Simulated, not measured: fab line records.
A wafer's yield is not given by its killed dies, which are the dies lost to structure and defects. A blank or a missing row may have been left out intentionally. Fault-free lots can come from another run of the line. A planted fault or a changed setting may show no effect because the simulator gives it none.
Struck lot and sound lot, side by side | flow sfq_line | 37 steps out of a route of 325
Sound: the wafers L954.1, L954.2, L954.5. Struck: wafers L967.3, L967.4, L967.5. At the end, the cause is stated.
Per side, at each step with rows, come the tool, then ch with its chambers, and then its first start. Under that, the readings that differ: sound wafers | struck wafers | difference of the means | sigmas: that difference in standard deviations of wafers without a fault.
alike: readings whose means differ by less than 2 such deviations, and words and numbers that are the same on both sides. not compared: withheld readings, readings that some wafer has no value for, bounds like >300 that may hide the same value, and numbers for which the record gives no deviation and whose values overlap.
Wherever a step has rows on one side only, a row that says differs or no value, or a row with sigmas, the two part there. When numbers do not overlap yet have no deviation, they are printed without sigmas and do not part them. A reading missing from all wafers of one side parts the sides only when that side holds two or more wafers.

SFQ_R5_THK_MEAS_934: measures by xrf.
  sound on film_metro-01, day 59 03:40; struck on film_metro-03, day 63 12:58
  alike: R5_MONX_THK
then, 6 steps without rows for these wafers: SFQ_TRILAYER_R5_LITHO_COAT_141 (resist thk 62 nm); SFQ_TRILAYER_R5_LITHO_COAT_136 (resist thk 600 nm); SFQ_TRILAYER_R5_LITHO_SOFTBAKE_140; SFQ_TRILAYER_R5_LITHO_EXPOSE_137 (exposes mask R5, target cd 500 nm); SFQ_TRILAYER_R5_LITHO_PEB_139 (peb time 60 s); SFQ_TRILAYER_R5_LITHO_DEVELOP_138 (time 60 s).
-- the record jumps here: 5 days lie between the struck wafers' starts before and after --
SFQ_R5_OVL_MEAS_935:
  sound on overlay-02, day 63 23:42; struck on overlay-01, day 68 11:55
  alike: R5_OVL
then, 1 step without rows for these wafers: SFQ_TRILAYER_R5_BARC_OPEN_METAL_ETCH_177 (etches BARC in O2, target depth 125 nm, time 41.7 s).
SFQ_TRILAYER_R5_ETCH_METAL_ETCH_139: etches the open film in Cl2, stops on SiO2, target depth 60 nm, time 40 s.
  sound on rie_metal-04 ch 0,1, day 63 23:48; struck on rie_metal-02 ch 0,1, day 68 12:02
  alike: drypump_motor_current_A, oes_product_au
  not compared: rf_hours_counter_h
SFQ_TRILAYER_R5_STRIP_STRIP_140: strips in O2.
  sound on rie_metal-04 ch 0,1, day 63 23:52; struck on rie_metal-02 ch 0,1, day 68 12:16
  alike: drypump_motor_current_A, oes_product_au, platen_temp_c
  not compared: rf_hours_counter_h
then, 1 step without rows for these wafers: SFQ_TRILAYER_R5_STRIP_SOLV_CLEAN_141 (cleans in NMP, time 600 s).
SFQ_TRILAYER_A5C_DEP_PECVD_142: deposits SiO2 from SiH4/N2O, time 15.556 s, target thk 70 nm.
  sound on pecvd-02 ch 0,2, day 64 00:38; struck on pecvd-03 ch 0,1, day 68 12:50
  reading                                              | sound             | struck            | difference | sigmas
  chamber_pressure_Torr (Torr)                         | 2.401 2.393 2.410 | 2.390 2.391 2.392 | -0.010     | -2
  throttle_valve_pct (%)                               | 23.9 23.8 24.0    | 26.6 27.1 26.6    | +2.9       | +2
  model.SiO2_of_TRILAYER_A5C_DEP_PECVD_142.thk_nm (nm) | 70.03 69.3 70.99  | 61.86 62.97 63.53 | -7.32      |
  alike: heater_power_outer_w, heater_power_w
then, 6 steps without rows for these wafers: SFQ_TRILAYER_I5_LITHO_COAT_149 (resist thk 62 nm); SFQ_TRILAYER_I5_LITHO_COAT_144 (resist thk 650 nm); SFQ_TRILAYER_I5_LITHO_SOFTBAKE_148; SFQ_TRILAYER_I5_LITHO_EXPOSE_145 (exposes mask I5, target cd 700 nm); SFQ_TRILAYER_I5_LITHO_PEB_147 (peb time 60 s); SFQ_TRILAYER_I5_LITHO_DEVELOP_146 (time 60 s).
SFQ_I5_OVL_MEAS_936:
  sound on overlay-01, day 64 04:53; struck on overlay-02, day 68 18:01
  alike: I5_OVL
SFQ_TRILAYER_I5_BARC_OPEN_VIA_ETCH_200: etches BARC in O2, target depth 125 nm, time 41.7 s.
  sound on rie_diel-04 ch 0,3, day 64 04:56; struck on rie_diel-02 ch 0,2,3, day 68 18:03
  alike: drypump_motor_current_A, oes_product_au
  not compared: rf_hours_counter_h
SFQ_TRILAYER_I5_ETCH_VIA_ETCH_147: etches the open film in CHF3, stops on Nb, target depth 360 nm.
  sound on rie_diel-04 ch 0,3, day 64 04:58; struck on rie_diel-02 ch 0,2,3, day 68 18:05
  alike: drypump_motor_current_A, oes_product_au
then, 8 steps without rows for these wafers: SFQ_TRILAYER_I5_STRIP_STRIP_148 (strips in O2); SFQ_TRILAYER_I5_STRIP_SOLV_CLEAN_149 (cleans in NMP, time 600 s); SFQ_TRILAYER_C5_LITHO_COAT_156 (resist thk 62 nm); SFQ_TRILAYER_C5_LITHO_COAT_151 (resist thk 650 nm); SFQ_TRILAYER_C5_LITHO_SOFTBAKE_155; SFQ_TRILAYER_C5_LITHO_EXPOSE_152 (exposes mask C5, target cd 500 nm); SFQ_TRILAYER_C5_LITHO_PEB_154 (peb time 60 s); SFQ_TRILAYER_C5_LITHO_DEVELOP_153 (time 60 s).
-- the record jumps here: 5 days lie between the struck wafers' starts before and after --
SFQ_C5_OVL_MEAS_937:
  sound on overlay-01, day 68 14:26; struck on overlay-01, day 73 06:54
  alike: C5_OVL
SFQ_TRILAYER_C5_BARC_OPEN_VIA_ETCH_210: etches BARC in O2, target depth 125 nm, time 41.7 s.
  sound on rie_diel-01 ch 0,1,3, day 68 14:28; struck on rie_diel-04 ch 0,1,2, day 73 06:55
  alike: drypump_motor_current_A, oes_product_au
  not compared: rf_hours_counter_h
SFQ_TRILAYER_C5_ETCH_VIA_ETCH_154: etches SiO2 in CHF3, stops on Nb, target depth 84 nm.
  sound on rie_diel-01 ch 0,1,3, day 68 14:31; struck on rie_diel-04 ch 0,1,2, day 73 06:58
  reading                        | sound             | struck            | difference | sigmas
  oes_product_au (a.u.)          | 0.899 0.888 0.902 | 0.833 0.841 0.845 | -0.057     | -8
  model.C5.feature_depth_nm (nm) | 70.02 69.29 70.98 | 61.85 62.97 63.53 | -7.31      |
  model.etch.depth_nm (nm)       | 70.02 69.29 70.98 | 61.85 62.97 63.53 | -7.31      |
  alike: drypump_motor_current_A
then, 2 steps without rows for these wafers: SFQ_TRILAYER_C5_STRIP_STRIP_155 (strips in O2); SFQ_TRILAYER_C5_STRIP_SOLV_CLEAN_156 (cleans in NMP, time 600 s).
SFQ_TRILAYER_M6_DEP_PRE_CLEAN_158: time 22.5 s.
  sound on pvd_sputter-06, day 68 15:20; struck on pvd_sputter-06, day 73 07:47
  reading                                              | sound             | struck            | difference | sigmas
  model.SiO2_of_TRILAYER_A5C_DEP_PECVD_142.thk_nm (nm) | 62.52 61.79 63.48 | 54.35 55.47 56.03 | -7.31      |
then, 1 step without rows for these wafers: SFQ_TRILAYER_M6_DEP_SPUTTER_157 (material Nb, target thk 200 nm, time 133.3 s).

== WHERE THEY PART ==
First at SFQ_TRILAYER_A5C_DEP_PECVD_142; last, within this record, at SFQ_TRILAYER_C5_ETCH_VIA_ETCH_154.

WHY: the cause the simulator had injected
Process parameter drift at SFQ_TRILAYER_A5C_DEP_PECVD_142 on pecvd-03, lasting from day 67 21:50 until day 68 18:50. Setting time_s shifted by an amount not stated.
